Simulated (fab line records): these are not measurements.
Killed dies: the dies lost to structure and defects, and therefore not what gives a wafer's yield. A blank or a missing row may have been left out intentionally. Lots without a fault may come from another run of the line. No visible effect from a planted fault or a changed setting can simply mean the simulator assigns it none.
2 desks looking at one fault -- flow gf180mcu -- what lay behind the numbers comes last; until then each desk has only its own

## FROM THE METROLOGY DESK
Means of the sampled wafers that have a number, per lot and without regard to the tool the lot ran on: this is what the gauges read. The brackets show how far a lot's mean lies from the usual mean; more than 4 standard deviations puts the lot out of limits, marked OUT.
Columns: A = V1_CVD_00_THK at GF_V1_THK_MEAS_01, usual 600 nm; B = V1_CVD_02_THK at GF_V1_THK_MEAS_03, usual 849 nm; C = V1_BOW at GF_V1_BOW_MEAS_05, usual 82 um
lot,first seen here,A,B,C
L467,day 17 19:14,608,846,83
L469,day 18 14:10,604,833,76
L470,day 18 19:52,599,864,76
L471,day 18 21:59,604,853,77
L472,day 19 11:35,595,864,85
L473,day 19 19:23,594,860,78
L476,day 21 05:40,597,852,80
L482,day 22 23:21,593,838,86
L483,day 23 10:41,592,825,85
L485,day 24 07:13,604,843,89
L486,day 24 08:56,601,832,76
L487,day 24 17:27,611,844,87
L488,day 25 00:43,601,842,83
L489,day 25 07:39,601,854,79
Result from this desk: across the 14 lots, nothing is out of limits.

## TOOL OWNER'S DESK, lithoTrack-01
The tool's own readings at GF_V1_DEHYDRATE_06 (time 60 s): means of the sampled wafers that have a number, for each lot that ran on this tool. The brackets show how far a lot's mean lies from the usual mean; more than 4 standard deviations puts the lot out of limits, marked OUT.
Columns: A = heaterPowerTotalW at GF_V1_DEHYDRATE_06, usual 160.36 W; B = runLengthS at GF_V1_DEHYDRATE_06, usual 89.26 s
lot,first seen here,A,B
L470,day 19 08:05,160.38,89.45
L471,day 19 10:14,160.26,89.44
L472,day 19 23:50,163.16 (+23) OUT,86.68 (-12) OUT
L473,day 20 07:25,163.05 (+22) OUT,86.67 (-12) OUT
L483,day 23 21:53,160.43,89.30
L486,day 24 20:02,160.39,89.39
L487,day 25 04:29,160.26,89.41
L489,day 25 17:23,160.37,89.39
This desk finds L472, L473 out of limits, L472 being first, at day 19 23:50 (heaterPowerTotalW at GF_V1_DEHYDRATE_06). Within limits: L470, L471, L483, L486, L487, L489.

## TAKEN TOGETHER
The tool owner's desk had the chance to raise an alarm at day 19 23:50 on L472, L473.
At the metrology desk, nothing out of limits was observed.
The metrology desk has L472, L473 on record, within its limits.
On lithoTrack-01, each named lot ran GF_V1_DEHYDRATE_06.

## WHAT THE SIMULATOR HAD PUT IN
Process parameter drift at GF_V1_DEHYDRATE_06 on lithoTrack-01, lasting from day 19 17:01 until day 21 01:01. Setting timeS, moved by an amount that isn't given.
Shown lots that were struck: L472, L473.
Delay in hours, fault start to first out-of-limits reading, by desk: the tool owner's desk at 7.
